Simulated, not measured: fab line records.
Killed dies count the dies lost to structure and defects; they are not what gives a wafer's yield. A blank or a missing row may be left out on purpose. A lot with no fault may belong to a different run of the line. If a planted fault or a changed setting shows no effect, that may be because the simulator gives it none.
Code-filled problem report in 8D (eight disciplines) form || flow sky130 || the parts of the form that need people (team, actions taken, sign-off) are left out

1. WHAT IS WRONG
CAPM_CVD_00_THK at SKY_CAPM_THK_MEAS_01 reads a mean of 17.02 nm on 2 wafers of 2 lots; wafers without a fault read 15.42 nm with a standard deviation of 0.27. Measured from the usual mean, that is +5.9 standard deviations.
Seen first at day 38 06:53 on film_metro-03, wafer L726.6. Wafers with a number at this step in the record: 30, from 10 lots. By rule, "out" or "out of limits" means more than 4 standard deviations away from the usual mean. The other wafers with a number count as sound.

2. WHAT IT IS AND WHAT IT IS NOT
{"question": "which readings at this step", "is": "CAPM_CVD_00_THK", "is not": "-"}
{"question": "which lots", "is": "L726, L730", "is not": "L719, L720, L734, L736, L737, L740, L741, L742"}
{"question": "which wafers of those lots", "is": "L726.6, L730.5", "is not": "L726.4, L726.5, L730.1, L730.4"}
{"question": "read on which gauges", "is": "film_metro-03, film_metro-04", "is not": "film_metro-02"}
{"question": "when", "is": "from day 38 06:53", "is not": "up to then (8 sound wafers); but 20 sound wafers of L730, L734, L736, L737, L740, L741, L742 came after"}

3. THE SUSPECTS, EACH WITH WHAT RULES IT OUT
Counting: any tool at a process step up to the reading remains a suspect provided it ran every lot that is out. Sound lots after the first of them don't rule it out here, since some wafers of a struck lot are sound.
- the gauge at SKY_CAPM_THK_MEAS_01 is ruled out. 2 gauges (film_metro-03, film_metro-04) read the wafers that are out.
- pecvd-04 at SKY_CAPM_CVD_00 (deposits SiO2, target thk 15.5 nm): kept. It processed each lot that is out (first: L726, day 38 06:51); up to then, its last sound lot is L719 (day 35 16:36).
- In pecvd-04 at SKY_CAPM_CVD_00, the wafers that are out were processed in chamber 0 and their sound lot-mates in chambers 1, 2.
Remaining after the count: pecvd-04 at SKY_CAPM_CVD_00.

4. THE CAUSE (what the simulator had put in)
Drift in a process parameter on pecvd-04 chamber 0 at SKY_CAPM_CVD_00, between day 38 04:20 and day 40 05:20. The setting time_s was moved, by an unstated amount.
The count eliminated every tool but this one.

5. SEQUENCE OF EFFECTS, ordered by route
Rows list readings where the struck wafers' mean (over those with a number) sits beyond 3 standard deviations from the usual. Scope: only readings with a usual standard deviation given in the record; hours: median across lots of the time from each lot's start at the first step in this table that gives one to its start at this step; sigmas: change in usual standard deviations.
{"hours": 0, "step": "SKY_CAPM_THK_MEAS_01", "reading": "CAPM_CVD_00_THK", "usual": "15.42 nm", "on struck wafers": 17.02, "change": "+1.60", "sigmas": "+5.9"}
{"hours": 46, "step": "SKY_METAL3_ETCH_17", "reading": "oes_product_au", "usual": "0.753 a.u.", "on struck wafers": 0.792, "change": "+0.039", "sigmas": "+5.5"}
Process steps it contains:
- SKY_METAL3_ETCH_17: etches SiO2 in C4F8/O2/Ar, stops on TiN, time 3.9 s, target depth 15 nm.

6. HOW IT WOULD HAVE BEEN CAUGHT EARLIER
The first out-of-limits reading at a measuring or inspecting step in this record came at day 38 06:53, 3 hours after the fault's start at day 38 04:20.
Of the tool readings at SKY_CAPM_CVD_00 for which the record gives a usual standard deviation, none was out on any struck wafer, so an alarm limit of 4 standard deviations on them would not have fired.
Among the 2 lots that are out, L730 began SKY_CAPM_CVD_00 on pecvd-04 after day 38 06:53. Putting the tool on hold at that point would have spared it.
